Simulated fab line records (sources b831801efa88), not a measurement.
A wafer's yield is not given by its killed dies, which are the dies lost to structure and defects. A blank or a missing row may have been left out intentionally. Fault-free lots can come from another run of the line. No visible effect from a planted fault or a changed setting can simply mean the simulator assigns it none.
Struck lot and sound lot, side by side ; flow sky130 ; 22 steps out of a route of 708
Sound: the wafers L399.2, L399.3, L399.6. Struck: wafer L408.4. (L408.2, L408.6 of the same lot were not struck and are left out.) The cause comes at the end.
Order at every step that has rows: each side's tool, ch and its chambers, its first start. Under that, the readings that differ: sound wafers ; struck wafers ; difference of the means ; sigmas: that difference in standard deviations of wafers without a fault.
alike: readings with means less than 2 such deviations apart, plus words and numbers identical on both sides. not compared: withheld readings, readings lacking a value on some wafer, bounds such as >300 that could conceal the same value, and numbers that have no deviation in the record and whose values overlap.
The two part at a step that has a row with sigmas, a row that says differs or no value, or rows on one side only. When numbers do not overlap yet have no deviation, they are printed without sigmas and do not part them. A reading that every wafer of one side lacks parts them only if that side has two wafers or more.

SKY_METAL2_ETCH_18: etches BARC in N2/H2, stops on SiO2, time 45.9 s, target depth 60 nm.
  sound on rie-metal-01 ch 0,1, day 36 16:39; struck on rie-metal-02 ch 1, day 40 23:53
reading;sound;struck;difference;sigmas
chamber-pressure-mTorr (mTorr);30.058 29.995 30.052;29.960;-0.075;-3
  alike: bias-w, drypump-motor-current-A, n2-flow-sccm, oes-product-au, rf-fwd-power-W, throttle-valve-pct
  not compared: rf-hours-counter-h
SKY_METAL2_METAL_ETCH_19: etches the open film in Cl2/BCl3, stops on SiO2, target depth 360 nm, time 78 s.
  sound on rie-metal-01 ch 0,1, day 36 16:43; struck on rie-metal-02 ch 1, day 40 23:57
reading;sound;struck;difference;sigmas
oes-product-au (a.u.);0.861 0.860 0.859;0.875;+0.015;+3
  alike: bias-w, chamber-pressure-mTorr, drypump-motor-current-A, rf-fwd-power-W, throttle-valve-pct
  not compared: rf-hours-counter-h
SKY_METAL2_STRIP_20: strips in O2/N2.
  sound on plasma-asher-02 ch 0,1, day 36 16:48; struck on plasma-asher-01 ch 0, day 41 00:02
  alike: chamber-pressure-mTorr, drypump-motor-current-A, n2-flow-sccm, oes-product-au, strip-time-to-endpoint-s
  not compared: rf-hours-counter-h
then, 4 steps without rows for these wafers: SKY_METAL2_STRIP_21 (strips in post etch residue remover, time 1200 s); SKY_METAL2_CLEAN_22 (cleans in IPA, time 180 s); SKY_METAL2_CLEAN_23 (cleans in O3/DIW); SKY_VIA2_HDPCVD_00 (deposits SiO2, target thk 1180 nm, time 196.7 s).
SKY_VIA2_THK_MEAS_01:
  sound on film-metro-03, day 36 17:35; struck on film-metro-04, day 41 00:49
  alike: VIA2_HDPCVD_THK
SKY_VIA2_CMP_02: polishes SiO2.
  sound on cmp-02 ch 0,1,2, day 36 17:44; struck on cmp-01 ch 3, day 41 00:52
  alike: motor-current-A
SKY_VIA2_BOW_MEAS_03:
  sound on film-metro-01, day 36 17:57; struck on film-metro-04, day 41 01:11
reading;sound;struck;difference;sigmas
VIA2_BOW (um);76 72 77;94;+19;+2
then, 2 steps without rows for these wafers: SKY_VIA2_DEHYDRATE_04 (time 60 s); SKY_VIA2_HMDS_05 (prime time 60 s).
SKY_VIA2_COAT_06: resist thk 60 nm.
  sound on litho-track-04 ch 0, day 37 06:17; struck on litho-track-03 ch 0, day 41 12:54
then, 5 steps without rows for these wafers: SKY_VIA2_COAT_07 (resist thk 450 nm); SKY_VIA2_SOFTBAKE_08 (time 90 s); SKY_VIA2_EXPOSE_09 (exposes mask VIM2, target cd 200 nm); SKY_VIA2_PEB_10; SKY_VIA2_DEVELOP_11 (develop time 60 s).
SKY_VIA2_CD_MEAS_12: the cd target is 200 nm.
  sound on cd-sem-02, day 37 20:01; struck on cd-sem-01, day 42 01:02
reading;sound;struck;difference;sigmas
cd-nm (nm);198.3 198.2 200.3;201.8;+2.9;+2
SKY_VIA2_OVL_MEAS_13:
  sound on overlay-02, day 37 20:08; struck on overlay-02, day 42 01:08
reading;sound;struck;difference;sigmas
VIA2_OVL (nm);7 9 7;-2;-10;-2
SKY_VIA2_ETCH_14: etches BARC in N2/H2, stops on SiO2, time 45.9 s, target depth 60 nm.
  sound on rie-diel-03 ch 0,1,3, day 37 20:10; struck on rie-diel-01 ch 3, day 42 01:10
reading;sound;struck;difference;sigmas
oes-product-au (a.u.);0.853 0.856 0.856;0.821;-0.034;-7
model.etch.depth-nm (nm);60 60.12 59.92;56.93;-3.08;
  alike: bias-w, chamber-pressure-mTorr, drypump-motor-current-A, n2-flow-sccm, rf-fwd-power-W, throttle-valve-pct
  not compared: rf-hours-counter-h
SKY_VIA2_ETCH_15: etches SiO2 in C4F8/O2/Ar, stops on TiN, target depth 546 nm, time 84 s.
  sound on rie-diel-03 ch 0,1,3, day 37 20:12; struck on rie-diel-01 ch 3, day 42 01:12
  alike: bias-w, chamber-pressure-mTorr, oes-product-au, rf-fwd-power-W
  not compared: rf-hours-counter-h

== WHERE THEY PART ==
Earliest at SKY_METAL2_ETCH_18; latest, in this record, at SKY_VIA2_ETCH_14. Later steps at which nothing parts them and some readings are alike: SKY_VIA2_ETCH_15.

WHY: what had been put in by the simulator
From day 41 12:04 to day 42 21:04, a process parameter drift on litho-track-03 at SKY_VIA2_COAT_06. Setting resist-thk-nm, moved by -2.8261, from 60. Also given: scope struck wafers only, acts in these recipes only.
